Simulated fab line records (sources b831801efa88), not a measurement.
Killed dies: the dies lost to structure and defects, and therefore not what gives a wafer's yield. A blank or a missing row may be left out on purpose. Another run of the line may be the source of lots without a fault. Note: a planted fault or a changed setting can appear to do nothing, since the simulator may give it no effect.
Comparing a struck lot with a sound one / flow sky130 / 34 steps out of a route of 708
Sound: the wafers L202.1, L202.3, L202.5. Struck: wafers L193.1, L193.5, L193.6. The cause is given at the end.
At each step with rows: each side's tool, then ch and its chambers, then its first start. Under that, the readings that differ: sound wafers / struck wafers / difference of the means / sigmas: that difference in standard deviations of wafers without a fault.
alike: words and numbers the same on both sides, and readings whose means are apart by under 2 such deviations; not compared: readings that were withheld, readings missing a value for some wafer, numbers with overlapping values and no deviation given by the record, and bounds like >300 which may hide the same value.
Wherever a step has rows on one side only, a row that says differs or no value, or a row with sigmas, the two part there. Non-overlapping numbers with no deviation appear without sigmas and do not part them. Lack of a reading on every wafer of one side parts them only where that side has two or more wafers.

first, 8 steps without rows for these wafers: SKY_LOCAL_INTERCONNECT_ETCH_13 (etches BARC in N2/H2, stops on SiO2, time 45.9 s, target depth 60 nm); SKY_LOCAL_INTERCONNECT_METAL_ETCH_14 (etches TiN in Cl2/BCl3, stops on PSG, target depth 110 nm, time 31.4 s); SKY_LOCAL_INTERCONNECT_STRIP_15 (strips in O2/N2); SKY_LOCAL_INTERCONNECT_STRIP_16 (strips in post etch residue remover, time 1200 s); SKY_LOCAL_INTERCONNECT_CLEAN_17 (cleans in IPA, time 180 s); SKY_LOCAL_INTERCONNECT_CLEAN_18 (cleans in O3/DIW); SKY_CONTACT_CVD_00 (deposits Si3N4, target thk 75 nm); SKY_CONTACT_HDPCVD_02 (deposits SiO2, target thk 565 nm, time 94.2 s).
SKY_CONTACT_CMP_04: polishes SiO2.
  sound on cmp-02 ch 2,3, day 37 03:19; struck on cmp-02 ch 0,1,2, day 34 04:53
reading=time to endpoint s (s); sound=84 82 80; struck=114 108 113; difference=+30; sigmas=+6
reading=model.SiO2_of_CONTACT_HDPCVD_02.thk nm (nm); sound=339.6 337.1 339; struck=421.6 415.3 420.7; difference=+80.6; sigmas=
  alike: motor current A, slurry filter dp kPa
then, 9 steps without rows for these wafers: SKY_CONTACT_DEHYDRATE_06 (time 60 s); SKY_CONTACT_HMDS_07 (prime time 60 s); SKY_CONTACT_COAT_08 (resist thk 60 nm); SKY_CONTACT_COAT_09 (resist thk 450 nm); SKY_CONTACT_SOFTBAKE_10 (time 90 s); SKY_CONTACT_EXPOSE_11 (exposes mask CTM1, target cd 170 nm); SKY_CONTACT_PEB_12; SKY_CONTACT_DEVELOP_13 (develop time 60 s); SKY_CONTACT_ETCH_16 (etches BARC in N2/H2, stops on SiO2, time 45.9 s, target depth 60 nm).
SKY_CONTACT_ETCH_17: etches SiO2 in C4F8/O2/Ar, stops on Si3N4, target depth 340 nm.
  sound on rie diel-01 ch 0,1,2, day 38 05:17; struck on rie diel-03 ch 0,1, day 35 08:40
reading=oes product au (a.u.); sound=0.892 0.889 0.888; struck=1.008 0.995 1.000; difference=+0.111; sigmas=+24
reading=model.CONTACT.feature depth nm (nm); sound=339.6 337.1 339; struck=415.9 406.5 416.5; difference=+74.4; sigmas=
reading=model.etch.depth nm (nm); sound=339.6 337.1 339; struck=415.9 406.5 416.5; difference=+74.4; sigmas=
then, 13 steps without rows for these wafers: SKY_CONTACT_ETCH_18 (etches Si3N4 in CHF3/O2, stops on TiN, time 39 s, target depth 75 nm); SKY_CONTACT_STRIP_19 (strips in O2/N2); SKY_CONTACT_STRIP_20 (strips in post etch residue remover, time 1200 s); SKY_CONTACT_CLEAN_21 (cleans in IPA, time 180 s); SKY_CONTACT_CLEAN_22 (cleans in O3/DIW); SKY_CONTACT_SPUTTER_23 (material TiN, target thk 20 nm, time 80 s); SKY_CONTACT_CVD_24 (deposits W, target thk 340 nm, time 102.12 s); SKY_CONTACT_CMP_27 (polishes, stops on SiO2, t overpolish 15 s, target thk 0 nm); SKY_METAL1_SPUTTER_00 (material Ti, target thk 15 nm, time 10 s); SKY_METAL1_SPUTTER_01 (material TiN, target thk 20 nm, time 16.7 s); SKY_METAL1_SPUTTER_02 (material AlCu, target thk 250 nm, time 13.3 s); SKY_METAL1_SPUTTER_03 (material Ti, target thk 5 nm, time 3.3 s); SKY_METAL1_SPUTTER_04 (material TiN, target thk 70 nm, time 58.3 s).
SKY_METAL1_METAL_ETCH_19: etches the open film in Cl2/BCl3, stops on SiO2, target depth 360 nm, time 78 s.
  sound on rie metal-03 ch 0,1, day 39 08:53; struck on rie metal-01 ch 0,1, day 36 12:11
reading=model.SiO2_of_CONTACT_HDPCVD_02.thk nm (nm); sound=325.7 323.1 325; struck=407.6 401.3 406.7; difference=+80.6; sigmas=
  alike: drypump motor current A, he backside leak sccm, oes product au, throttle valve pct
  not compared: rf hours counter h
-- the record jumps here: 12 days lie between the struck wafers' starts before and after (it left off in module METAL1 and takes up again in module PAD_OPEN, whose first step shown is number 708 of the route) --
SKY_PAD_OPEN_PROBE_99:
  struck on prober-01, day 48 11:10; sound on prober-01, day 50 14:54
reading=killed_at_M0_to_M3; sound=49 60 53; struck=41 31 37; difference=-18; sigmas=-2
reading=killed at contacts; sound=19 30 18; struck=190 246 181; difference=+183; sigmas=+41
reading=killed dies; sound=94 112 95; struck=252 299 249; difference=+166; sigmas=+17
reading=killed on rim; sound=13 23 18; struck=48 38 52; difference=+28; sigmas=+8
reading=model.etest.mcon chain.rc ohm; sound=17.29 16.86 15.97; struck=26.8 29.64 24.86; difference=+10.4; sigmas=
  alike: killed_at_M4_up, killed at front end, killed at other, killed open, killed short

== WHERE THEY PART ==
First at SKY_CONTACT_CMP_04; last, within this record, at SKY_PAD_OPEN_PROBE_99.

WHY: whatever the simulator had introduced
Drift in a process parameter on cmp-02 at SKY_CONTACT_CMP_04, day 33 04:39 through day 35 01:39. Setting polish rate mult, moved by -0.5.
